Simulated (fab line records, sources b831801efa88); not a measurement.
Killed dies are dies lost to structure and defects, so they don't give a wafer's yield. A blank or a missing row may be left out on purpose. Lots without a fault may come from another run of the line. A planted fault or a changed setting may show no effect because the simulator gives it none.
Problem report in the 8D (eight disciplines) form, filled by code | flow gf180mcu | the parts of the form that need people (team, actions taken, sign-off) are left out

1. THE PROBLEM
cathode_dc_power_W at GF_TOP_METAL_SPUTTER_01 reads a mean of 4460.6 W on 6 wafers of 2 lots; wafers without a fault read 6500.1 W with a standard deviation of 1.2. That is -99 or more standard deviations from the usual mean.
The step: material TiN, target thk 30 nm, time 25 s.
First seen on wafer L495.1, day 30 16:21, on pvd_sputter-04. The record holds 33 wafers of 11 lots with a number at this step. Rule for "out", or "out of limits": more than 4 standard deviations from the usual mean. The other wafers with a number count as sound.

2. WHAT IT IS AND WHAT IT IS NOT
question                    | is                     | is not
which readings at this step | cathode_dc_power_W     | throttle_valve_pct
which lots                  | L495, L498             | L484, L485, L486, L487, L488, L496, L500, L502, L505
which wafers of those lots  | all that have a number | -
read on which tools         | pvd_sputter-04         | pvd_sputter-01, pvd_sputter-03
when                        | from day 30 16:21      | up to then (15 sound wafers); but 12 sound wafers of L496, L500, L502, L505 came after

3. SUSPECTS, AND WHAT RULES EACH OUT
Counting: a tool at a process step up to the reading stays a suspect if it ran every lot that is out and no sound lot after the first of them.
- rie_diel-02 at GF_V5_ETCH_16 (etches BARC in N2/H2): ruled out as a lasting fault. Sound lots L496, L505 ran on it after its first lot that is out, L495 (day 30 14:52).
- pvd_sputter-04 at GF_TOP_METAL_SPUTTER_01 (material TiN, target thk 30 nm, time 25 s): kept. It ran every lot that is out, first L495 (day 30 16:21), and no sound lot after that; its last sound lot up to then is L488 (day 28 14:52). Its own readings are out on those wafers: cathode_dc_power_W.
Left after counting: pvd_sputter-04 at GF_TOP_METAL_SPUTTER_01.

4. THE CAUSE (what the simulator had put in)
Process parameter drift: pvd_sputter-04, from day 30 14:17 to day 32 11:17, at GF_TOP_METAL_SPUTTER_01. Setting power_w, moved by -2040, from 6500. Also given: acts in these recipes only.
Counting left only this tool.

5. THE CHAIN OF EFFECTS, in route order
Each row: a reading whose mean over the struck wafers that have a number lies more than 3 standard deviations from the usual. Only readings for which the record gives a usual standard deviation are gone through. hours: the time from each lot's start at the first step in this table that gives one to its start at this step, as a median over the lots. sigmas: the change in usual standard deviations.
hours | step                    | reading            | usual    | on struck wafers | change  | sigmas
0     | GF_TOP_METAL_SPUTTER_01 | cathode_dc_power_W | 6500.1 W | 4460.6           | -2039.5 | -99 or more
The process steps in it:
- GF_TOP_METAL_SPUTTER_01: material TiN, target thk 30 nm, time 25 s.

6. WHAT WOULD HAVE CAUGHT IT SOONER
In this record the first reading out of limits was taken at day 30 16:21, 2 hours after the fault began at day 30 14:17.
